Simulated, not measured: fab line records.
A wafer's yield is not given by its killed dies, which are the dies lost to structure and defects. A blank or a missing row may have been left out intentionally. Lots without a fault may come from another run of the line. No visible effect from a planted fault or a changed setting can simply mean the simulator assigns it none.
A lot that was struck, set against a sound lot + flow sky130 + 34 out of 708 route steps
Sound: wafers L591.1, L591.2, L591.3. Struck: wafer L598.3 (L598.2, L598.4, from the same lot, were not struck and are left out); the cause is given at the end.
At each step with rows: each side's tool, then ch and its chambers, then its first start. Under that, the readings that differ: sound wafers + struck wafers + difference of the means + sigmas: that difference in standard deviations of wafers without a fault.
alike: words and numbers the same on both sides, and readings whose means are apart by under 2 such deviations; not compared: readings that were withheld, readings missing a value for some wafer, numbers with overlapping values and no deviation given by the record, and bounds like >300 which may hide the same value.
The two part at a step that has a row with sigmas, a row that says differs or no value, or rows on one side only. Non-overlapping numbers with no deviation appear without sigmas and do not part them. A reading missing from all wafers of one side parts the sides only when that side holds two or more wafers.

first, 4 steps without rows for these wafers: SKY_METAL5_SOFTBAKE_10 (time 60 s); SKY_METAL5_EXPOSE_11 (exposes mask MM5, target cd 1600 nm); SKY_METAL5_PEB_12; SKY_METAL5_DEVELOP_13 (develop time 60 s).
SKY_METAL5_DESCUM_14: chemistry O2, time 11 s.
  sound on rie metal-04 ch 0,1, day 44 08:04; struck on rie metal-02 ch 1, day 46 14:49
  alike: drypump motor current A, oes product au
  not compared: rf hours counter h
SKY_METAL5_METAL_ETCH_15: etches the open film in Cl2/BCl3, stops on SiO2, target depth 1260 nm, time 252 s.
  sound on rie metal-04 ch 0,1, day 44 08:06; struck on rie metal-02 ch 1, day 46 14:51
  alike: drypump motor current A, oes product au, throttle valve pct
  not compared: rf hours counter h
SKY_METAL5_STRIP_16: strips in O2/N2.
  sound on plasma asher-01 ch 0,1, day 44 08:20; struck on plasma asher-04 ch 1, day 46 15:05
| reading                     | sound             | struck | difference | sigmas |
|-----------------------------|-------------------|--------|------------|--------|
| drypump motor current A (A) | 6.3 5.4 5.4       | 6.6    | +0.9       | +2     |
| oes product au (a.u.)       | 0.721 0.709 0.715 | 0.705  | -0.010     | -2     |
  alike: strip time to endpoint s
  not compared: rf hours counter h
then, 4 steps without rows for these wafers: SKY_METAL5_STRIP_17 (strips in post etch residue remover, time 1200 s); SKY_METAL5_CLEAN_18 (cleans in IPA, time 180 s); SKY_METAL5_CLEAN_19 (cleans in O3/DIW); SKY_PASSIVATION_CVD_00 (deposits SiO2, target thk 90 nm).
SKY_PASSIVATION_THK_MEAS_01:
  sound on film metro-02 at day 44 08:57; struck on film metro-03 at day 46 15:43
  alike: PASSIVATION_CVD_00_THK
SKY_PASSIVATION_CVD_02: deposits Si3N4, target thk 540 nm.
  sound on pecvd-04 ch 0,1,2, day 44 09:01; struck on pecvd-04 ch 0, day 46 15:46
| reading                                       | sound             | struck | difference | sigmas |
|-----------------------------------------------|-------------------|--------|------------|--------|
| model.Si3N4_of_PASSIVATION_CVD_02.thk nm (nm) | 537.6 542.2 535.7 | 419.7  | -118.8     |        |
  alike: heater power w
SKY_PASSIVATION_THK_MEAS_03:
  sound on film metro-03 at day 44 09:14; struck on film metro-03 at day 46 16:13
| reading                     | sound       | struck | difference | sigmas |
|-----------------------------|-------------|--------|------------|--------|
| PASSIVATION_CVD_02_THK (nm) | 538 542 536 | 419    | -120       | -18    |
  not compared: hold
then, 6 steps without rows for these wafers: SKY_PASSIVATION_HMDS_05 (prime time 60 s); SKY_PASSIVATION_COAT_06 (resist thk 3000 nm); SKY_PASSIVATION_SOFTBAKE_07; SKY_PASSIVATION_EXPOSE_08 (exposes mask NSM, target cd 3000 nm); SKY_PASSIVATION_PEB_09; SKY_PASSIVATION_DEVELOP_10 (develop time 60 s).
SKY_PASSIVATION_ETCH_11: etches the open film in CF4/O2, stops on AlCu, target depth 725 nm, time 161.1 s.
  sound on rie diel-02 ch 0,1,2, day 45 06:52; struck on rie diel-03 ch 2, day 47 12:01
| reading                                 | sound             | struck | difference | sigmas |
|-----------------------------------------|-------------------|--------|------------|--------|
| oes product au (a.u.)                   | 0.979 0.982 0.971 | 0.878  | -0.099     | -14    |
| throttle valve pct (%)                  | 5.956 5.965 5.961 | 5.930  | -0.031     | -3     |
| model.PASSIVATION.feature depth nm (nm) | 703.4 707.6 700.4 | 583.4  | -120.4     |        |
| model.etch.depth nm (nm)                | 703.4 707.6 700.4 | 583.4  | -120.4     |        |
  alike: cf4 flow sccm, drypump motor current A
  not compared: rf hours counter h
SKY_PASSIVATION_STRIP_12: strips in O2/N2.
  sound on plasma asher-01 ch 0,1, day 45 06:58; struck on plasma asher-02 ch 0, day 47 12:08
  alike: drypump motor current A, oes product au, strip time to endpoint s
  not compared: rf hours counter h
then, 7 steps without rows for these wafers: SKY_PAD_OPEN_DEHYDRATE_00 (time 60 s); SKY_PAD_OPEN_HMDS_01 (prime time 60 s); SKY_PAD_OPEN_COAT_02 (resist thk 3000 nm); SKY_PAD_OPEN_SOFTBAKE_03; SKY_PAD_OPEN_EXPOSE_04 (exposes mask PDM, target cd 60000 nm); SKY_PAD_OPEN_PEB_05; SKY_PAD_OPEN_DEVELOP_06 (develop time 60 s).
SKY_PAD_OPEN_ETCH_07: etches the open film in CF4/O2, stops on AlCu, target depth 725 nm, time 161.1 s.
  sound on rie diel-01 ch 0,1,3, day 46 03:53; struck on rie diel-01 ch 1, day 48 07:19
| reading                              | sound             | struck | difference | sigmas |
|--------------------------------------|-------------------|--------|------------|--------|
| oes product au (a.u.)                | 0.989 0.981 0.971 | 0.874  | -0.106     | -14    |
| throttle valve pct (%)               | 5.965 5.970 5.956 | 5.935  | -0.029     | -3     |
| model.PAD_OPEN.feature depth nm (nm) | 703.4 707.6 700.4 | 583.4  | -120.4     |        |
| model.etch.depth nm (nm)             | 703.4 707.6 700.4 | 583.4  | -120.4     |        |
  alike: cf4 flow sccm, drypump motor current A
  not compared: rf hours counter h
SKY_PAD_OPEN_STRIP_08: strips in O2/N2.
  sound on plasma asher-04 ch 0,1, day 46 03:59; struck on plasma asher-03 ch 0, day 48 07:26
  alike: drypump motor current A, oes product au, strip time to endpoint s
  not compared: rf hours counter h
SKY_PAD_OPEN_STRIP_09: strips in post etch residue remover, time 1200 s.
  sound on wet bench-01 ch 2, day 46 04:05; struck on wet bench-04 ch 3, day 48 07:35
| reading                                       | sound             | struck | difference | sigmas |
|-----------------------------------------------|-------------------|--------|------------|--------|
| model.Si3N4_of_PASSIVATION_CVD_02.thk nm (nm) | 537.2 541.8 535.3 | 419.3  | -118.8     |        |
then, 1 step without rows for these wafers: SKY_PAD_OPEN_CLEAN_10 (cleans in IPA, time 180 s).
SKY_PAD_OPEN_PROBE_99:
  the record has rows for the struck wafers here (prober-02, day 48 09:48) and none for the sound ones

## WHERE THEY PART
Last at SKY_PAD_OPEN_PROBE_99 as far as this record goes, first at SKY_METAL5_STRIP_16.

WHY: what the simulator had put in
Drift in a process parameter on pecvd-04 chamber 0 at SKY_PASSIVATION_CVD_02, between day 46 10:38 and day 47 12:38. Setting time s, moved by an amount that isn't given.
